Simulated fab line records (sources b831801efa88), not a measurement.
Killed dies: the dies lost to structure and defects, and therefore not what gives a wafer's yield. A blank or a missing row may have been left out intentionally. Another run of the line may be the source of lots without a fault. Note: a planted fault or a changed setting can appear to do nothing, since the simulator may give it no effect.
Which tool did it? ; flow gf180mcu ; 24 lots, 72 wafers sampled, at 3 steps of a route of 602

## WHAT EACH GAUGE READ, for each wafer
GF_V4_CD_MEAS_14: the cd target is 260 nm. Usual: cd_nm reads 259.9 nm (standard deviation 1.2).
lot;measured;on;cd_nm (nm);flag
L074;day 24 20:50;cd_sem-01;259.3 259.4 259.4;
L075;day 25 02:23;cd_sem-02;260.9 259.5 260.7;
L076;day 25 13:53;cd_sem-02;259.8 260.1 261.2;
L077;day 26 03:44;cd_sem-01;260.7 260.9 261.0;
L078;day 26 05:41;cd_sem-01;257.9 258.0 257.3;
L079;day 26 11:01;cd_sem-01;259.8 260.7 259.8;
L080;day 27 04:14;cd_sem-02;260.5 262.0 262.4;
L081;day 27 08:50;cd_sem-02;261.2 261.8 260.8;
L082;day 27 11:29;cd_sem-01;261.1 262.3 261.2;
L083;day 27 19:40;cd_sem-02;259.2 258.3 258.6;
L084;day 28 03:11;cd_sem-02;261.0 259.5 260.8;
L085;day 28 09:39;cd_sem-02;260.2 260.9 260.6;
L086;day 28 18:44;cd_sem-01;260.7 259.9 259.7;
L087;day 29 03:37;cd_sem-02;259.3 259.6 258.9;
L088;day 29 12:44;cd_sem-01;259.0 259.5 259.7;
L089;day 29 16:34;cd_sem-02;259.1 258.3 259.0;
L090;day 30 08:52;cd_sem-02;259.8 259.7 259.7;
L091;day 30 08:17;cd_sem-02;258.3 258.7 259.7;
L092;day 30 13:29;cd_sem-01;259.6 258.9 260.0;
L093;day 30 20:56;cd_sem-02;259.0 259.7 259.1;
L094;day 31 08:42;cd_sem-02;260.3 261.7 260.5;
L095;day 31 06:28;cd_sem-01;260.5 259.2 261.6;
L096;day 31 13:28;cd_sem-01;258.6 258.0 259.3;
L097;day 32 00:20;cd_sem-01;258.8 258.1 257.1;

GF_V4_THK_MEAS_25: measures by xrf. Usual: for V4_W_THK the level is 340 nm and the standard deviation is 7.2.
lot;measured;on;V4_W_THK (nm);flag
L074;day 24 21:58;film_metro-04;336 341 339;
L075;day 25 03:34;film_metro-04;330 340 336;
L076;day 25 15:26;film_metro-04;341 330 328;
L077;day 26 04:55;film_metro-04;339 340 330;
L078;day 26 06:49;film_metro-02;338 326 340;
L079;day 26 12:12;film_metro-02;342 347 349;
L080;day 27 05:30;film_metro-04;341 338 336;
L081;day 27 09:59;film_metro-02;343 346 343;
L082;day 27 12:38;film_metro-04;341 338 342;
L083;day 27 20:52;film_metro-02;330 340 333;
L084;day 28 04:20;film_metro-02;354 352 355;
L085;day 28 10:48;film_metro-02;350 352 356;
L086;day 28 19:52;film_metro-02;338 336 340;
L087;day 29 04:47;film_metro-04;342 340 342;
L088;day 29 13:55;film_metro-04;328 332 329;
L089;day 29 17:44;film_metro-02;332 331 334;
L090;day 30 10:00;film_metro-02;337 335 342;
L091;day 30 09:25;film_metro-02;335 342 337;
L092;day 30 14:38;film_metro-02;349 348 350;
L093;day 30 22:11;film_metro-02;340 338 342;
L094;day 31 09:50;film_metro-02;331 338 340;
L095;day 31 07:36;film_metro-02;354 349 348;
L096;day 31 14:36;film_metro-04;336 335 331;
L097;day 32 01:31;film_metro-04;331 332 329;

## WHICH TOOL RAN EACH LOT (tool, then ch and the chambers of the sampled wafers, then the start)
lot;GF_NWELL_STRIP_10
L074;plasma_asher-03 ch 0, day 3 08:17
L075;plasma_asher-04 ch 0, day 3 14:04
L076;plasma_asher-03 ch 0,1, day 3 21:59
L077;plasma_asher-03 ch 0,1, day 4 04:38
L078;plasma_asher-01 ch 0, day 4 07:35
L079;plasma_asher-04 ch 0,1, day 4 10:22
L080;plasma_asher-03 ch 0,1, day 4 20:28
L081;plasma_asher-04 ch 0,1, day 4 22:58
L082;plasma_asher-01 ch 0,1, day 5 02:49
L083;plasma_asher-01 ch 0,1, day 5 08:24
L084;plasma_asher-03 ch 0,1, day 5 15:08
L085;plasma_asher-01 ch 0,1, day 5 20:13
L086;plasma_asher-03 ch 0,1, day 6 04:25
L087;plasma_asher-04 ch 0,1, day 6 08:48
L088;plasma_asher-03 ch 0,1, day 6 15:01
L089;plasma_asher-03 ch 0,1, day 6 19:40
L090;plasma_asher-03 ch 0,1, day 7 01:18
L091;plasma_asher-01 ch 0,1, day 7 05:25
L092;plasma_asher-01 ch 0,1, day 7 10:10
L093;plasma_asher-01 ch 0,1, day 7 17:01
L094;plasma_asher-04 ch 0,1, day 7 22:44
L095;plasma_asher-01 ch 0,1, day 8 03:25
L096;plasma_asher-01 ch 0,1, day 8 11:16
L097;plasma_asher-03 ch 0,1, day 8 14:23
- GF_NWELL_STRIP_10: strips in O2/N2.

## WHAT THE TOOLS THEMSELVES READ (means of the sampled wafers that have a number; where no wafer has one, the mark that the record gives instead)
GF_NWELL_STRIP_10. Usual: drypump_motor_current_A 5.6 A, standard deviation 0.32; heater_power_w 322 W, standard deviation 22; oes_product_au 0.722 a.u., standard deviation 0.005; strip_time_to_endpoint_s 36.94 s, standard deviation 0.094.
lot;tool;drypump_motor_current_A (A);heater_power_w (W);oes_product_au (a.u.);strip_time_to_endpoint_s (s);flag
L074;plasma_asher-03;5.1;307;0.722;36.92;
L075;plasma_asher-04;5.3;356;0.722;37.01;
L076;plasma_asher-03;5.4;312;0.722;37.06;
L077;plasma_asher-03;5.3;314;0.720;36.88;
L078;plasma_asher-01;5.7;309;0.720;36.94;
L079;plasma_asher-04;5.6;343;0.725;36.98;
L080;plasma_asher-03;5.4;307;0.719;36.76;
L081;plasma_asher-04;5.6;340;0.723;36.87;
L082;plasma_asher-01;5.7;319;0.718;36.88;
L083;plasma_asher-01;5.7;316;0.723;37.03;
L084;plasma_asher-03;5.3;309;0.718;36.87;
L085;plasma_asher-01;5.7;322;0.722;36.97;
L086;plasma_asher-03;5.3;307;0.725;37.03;
L087;plasma_asher-04;5.6;338;0.727;36.81;
L088;plasma_asher-03;5.3;309;0.721;36.90;
L089;plasma_asher-03;5.4;305;0.720;37.01;
L090;plasma_asher-03;5.3;308;0.723;36.88;
L091;plasma_asher-01;5.7;337;0.720;37.02;
L092;plasma_asher-01;5.7;323;0.722;37.01;
L093;plasma_asher-01;5.7;323;0.724;36.90;
L094;plasma_asher-04;5.9;333;0.727;36.98;
L095;plasma_asher-01;5.7;336;0.726;36.99;
L096;plasma_asher-01;5.7;325;0.724;37.09;
L097;plasma_asher-03;5.4;306;0.726;37.05;

## THE ANSWER, worked out from the rows above alone
Rule: a lot is off if the mean of its wafers that have a number lies more than 3 standard deviations from the usual mean. Also off: a lot with no number at a reading for which 4 or more lots have one. The other lots that the step has rows for count as sound. After the gauges, taken in route order, come the tools' own readings; for these a lot's mean is taken, as printed above. At the first step where some lot is off, the reading lying furthest off is the one used; lots without a number count as furthest.
No lot is off at any reading shown: from this, nothing can be told.

## WHAT HAD BEEN PUT IN BY THE SIMULATOR
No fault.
